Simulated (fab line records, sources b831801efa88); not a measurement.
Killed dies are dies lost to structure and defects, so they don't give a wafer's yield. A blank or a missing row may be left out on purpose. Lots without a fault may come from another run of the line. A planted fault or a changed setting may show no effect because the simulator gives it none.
Tool commonality check | flow sky130 | 13 lots, 39 wafers sampled

WHY IT WAS OPENED
At SKY_NWELL_TW_MEAS_15 the reading NWELL_TW is flagged on 1 of 13 lots. Wafers without a fault read 1810, standard deviation 22.
Rule: a lot is flagged when every wafer of it that has a number lies more than 4 standard deviations from that mean, or none has a number. The other lots count as sound.

lot  | measured     | on            | NWELL_TW, wafer by wafer | flag
L494 | day 5 02:26  | film_metro-01 | 1832 1846 1838           |
L495 | day 5 08:47  | film_metro-01 | 1844 1839 1842           |
L496 | day 5 14:32  | film_metro-03 | 1784 1794 1783           |
L497 | day 5 19:05  | film_metro-04 | 1793 1807 1796           |
L498 | day 6 02:49  | film_metro-01 | 1830 1828 1833           |
L499 | day 6 10:35  | film_metro-03 | 1783 1796 1784           |
L500 | day 6 14:37  | film_metro-01 | 1837 1839 1833           |
L501 | day 6 16:55  | film_metro-04 | 1792 1783 1786           |
L502 | day 6 23:46  | film_metro-04 | 1281 1271 1276           | FLAGGED
L512 | day 9 10:35  | film_metro-04 | 1790 1794 1793           |
L513 | day 9 17:38  | film_metro-01 | 1838 1842 1841           |
L514 | day 9 23:00  | film_metro-03 | 1774 1786 1796           |
L515 | day 10 06:41 | film_metro-04 | 1790 1792 1791           |
The numbers of the flagged lots are 1276 on average: -534 against the usual, or -24 standard deviations.

WHICH TOOL RAN EACH LOT
The record holds 2 process steps before the reading, out of a route of 708 steps. In each cell: the tool, then ch and the chambers that the sampled wafers went through, then the start.
lot  | flag    | SKY_PWDE_STRIP_09                   | SKY_NWELL_STRIP_14
L494 |         | plasma_asher-04 ch 0,1, day 4 07:56 | plasma_asher-01 ch 0,1, day 5 02:20
L495 |         | plasma_asher-01 ch 0,1, day 4 14:02 | plasma_asher-02 ch 0,1, day 5 08:41
L496 |         | plasma_asher-03 ch 0,1, day 4 19:20 | plasma_asher-04 ch 0,1, day 5 14:26
L497 |         | plasma_asher-04 ch 0,1, day 5 02:01 | plasma_asher-02 ch 0,1, day 5 19:00
L498 |         | plasma_asher-03 ch 0,1, day 5 08:11 | plasma_asher-01 ch 0,1, day 6 02:43
L499 |         | plasma_asher-03 ch 0,1, day 5 14:44 | plasma_asher-02 ch 0,1, day 6 10:29
L500 |         | plasma_asher-04 ch 0,1, day 5 18:50 | plasma_asher-04 ch 0,1, day 6 14:31
L501 |         | plasma_asher-04 ch 0,1, day 5 21:23 | plasma_asher-04 ch 0,1, day 6 16:49
L502 | FLAGGED | plasma_asher-04 ch 0,1, day 6 04:25 | plasma_asher-04 ch 0,1, day 6 23:40
L512 |         | plasma_asher-04 ch 0,1, day 8 12:02 | plasma_asher-04 ch 0,1, day 9 10:28
L513 |         | plasma_asher-03 ch 1, day 8 19:44   | plasma_asher-01 ch 0, day 9 17:32
L514 |         | plasma_asher-01 ch 0,1, day 9 00:16 | plasma_asher-01 ch 0,1, day 9 22:55
L515 |         | plasma_asher-03 ch 0,1, day 9 07:35 | plasma_asher-02 ch 0,1, day 10 06:35
What these steps do:
- SKY_PWDE_STRIP_09: strips in O2/N2.
- SKY_NWELL_STRIP_14: strips in O2/N2.
- SKY_NWELL_TW_MEAS_15

FLAGGED OVER TOTAL, TOOL BY TOOL (the gauges that took the reading come last)
step                 | tool            | lots run | flagged | share of the flagged lots | sound lots run after its first flagged lot
SKY_PWDE_STRIP_09    | plasma_asher-01 | 2        | 0       | none                      | -
SKY_PWDE_STRIP_09    | plasma_asher-03 | 5        | 0       | none                      | -
SKY_PWDE_STRIP_09    | plasma_asher-04 | 6        | 1       | all                       | 1 (L512)
SKY_NWELL_STRIP_14   | plasma_asher-01 | 4        | 0       | none                      | -
SKY_NWELL_STRIP_14   | plasma_asher-02 | 4        | 0       | none                      | -
SKY_NWELL_STRIP_14   | plasma_asher-04 | 5        | 1       | all                       | 1 (L512)
SKY_NWELL_TW_MEAS_15 | film_metro-01   | 5        | 0       | none                      | -
SKY_NWELL_TW_MEAS_15 | film_metro-03   | 3        | 0       | none                      | -
SKY_NWELL_TW_MEAS_15 | film_metro-04   | 5        | 1       | all                       | 2 (L512,L515)

WHAT THE TABLE ALLOWS
3 rows of the table ran every flagged lot: plasma_asher-04 at SKY_PWDE_STRIP_09, plasma_asher-04 at SKY_NWELL_STRIP_14, film_metro-04 at SKY_NWELL_TW_MEAS_15.
- plasma_asher-04 at SKY_PWDE_STRIP_09: 1 of its 6 lots flagged. Sound lots ran on it after the first flagged one (L512), which a lasting fault on the whole tool wouldn't allow. Its own readings lie more than 4 standard deviations out on every wafer of the flagged lots: oes_product_au.
- plasma_asher-04 at SKY_NWELL_STRIP_14: 1 of its 5 lots flagged. Sound lots ran on it after the first flagged one (L512), which a lasting fault on the whole tool wouldn't allow. Its own readings lie more than 4 standard deviations out on every wafer of the flagged lots: strip_time_to_endpoint_s.
- film_metro-04 at SKY_NWELL_TW_MEAS_15: 1 of its 5 lots flagged. Sound lots ran on it after the first flagged one (L512, L515), which a lasting fault on the whole tool wouldn't allow.
No row of the table ran every flagged lot and no sound lot after the first.

WHAT THE SIMULATOR HAD PUT IN
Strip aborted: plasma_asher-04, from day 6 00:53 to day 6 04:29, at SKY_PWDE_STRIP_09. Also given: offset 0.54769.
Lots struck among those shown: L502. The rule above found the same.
